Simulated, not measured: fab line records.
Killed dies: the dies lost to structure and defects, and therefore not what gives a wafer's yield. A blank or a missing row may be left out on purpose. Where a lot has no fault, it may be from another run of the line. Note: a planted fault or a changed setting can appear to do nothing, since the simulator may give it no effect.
Matching of chambers || flow gf180mcu || pecvd-02 running GF_V3_CVD_02: 3 sister chambers
The step deposits SiO2 from TEOS, target thk 850 nm, time 94.851 s. 6 wafers are shown with their chamber, then 7 later ones without.

EACH WAFER AND ITS CHAMBER
{"wafer": "L077.5", "chamber": 2, "heater-power-w (W)": 672}
{"wafer": "L089.2", "chamber": 0, "heater-power-w (W)": 701}
{"wafer": "L089.3", "chamber": 2, "heater-power-w (W)": 830}
{"wafer": "L089.5", "chamber": 0, "heater-power-w (W)": 727}
{"wafer": "L091.2", "chamber": 1, "heater-power-w (W)": 635}
{"wafer": "L091.4", "chamber": 1, "heater-power-w (W)": 676}

WAFERS WITH NO CHAMBER GIVEN
{"wafer": "L091.5", "heater-power-w (W)": 603}
{"wafer": "L094.1", "heater-power-w (W)": 662}
{"wafer": "L094.4", "heater-power-w (W)": 690}
{"wafer": "L094.5", "heater-power-w (W)": 803}
{"wafer": "L097.2", "heater-power-w (W)": 653}
{"wafer": "L097.4", "heater-power-w (W)": 764}
{"wafer": "L097.5", "heater-power-w (W)": 648}

WHICH CHAMBER EACH WENT THROUGH
{"wafer": "L091.5", "from the rows above": "can't be placed: 1 or 0 or 2", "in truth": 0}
{"wafer": "L094.1", "from the rows above": "can't be placed: 1 or 0 or 2", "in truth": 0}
{"wafer": "L094.4", "from the rows above": "can't be placed: 0 or 1 or 2", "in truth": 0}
{"wafer": "L094.5", "from the rows above": "can't be placed: 2 or 0 or 1", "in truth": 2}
{"wafer": "L097.2", "from the rows above": "can't be placed: 1 or 0 or 2", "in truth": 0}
{"wafer": "L097.4", "from the rows above": "can't be placed: 2 or 0 or 1", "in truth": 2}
{"wafer": "L097.5", "from the rows above": "can't be placed: 1 or 0 or 2", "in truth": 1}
0 of 7 placed correctly. Cannot be placed on the basis of these rows: 7; the candidates contain the true chamber in 7. Wrongly placed: 0.
How it was worked out, from the rows above alone: a wafer's distance from a chamber is the root of the sum, over the readings, of the square of ((its reading less the chamber's mean) divided by the reading's scatter). If the next closest chamber is less than 2 further off than the closest, the wafer can't be placed; otherwise it belongs to the closest. For every chamber, the mean is computed from those of its wafers that are shown. How the scatter is found: for the shown wafers, subtract from each reading the mean of its chamber, square and add these, divide the total by (wafers less chambers), then take the root.
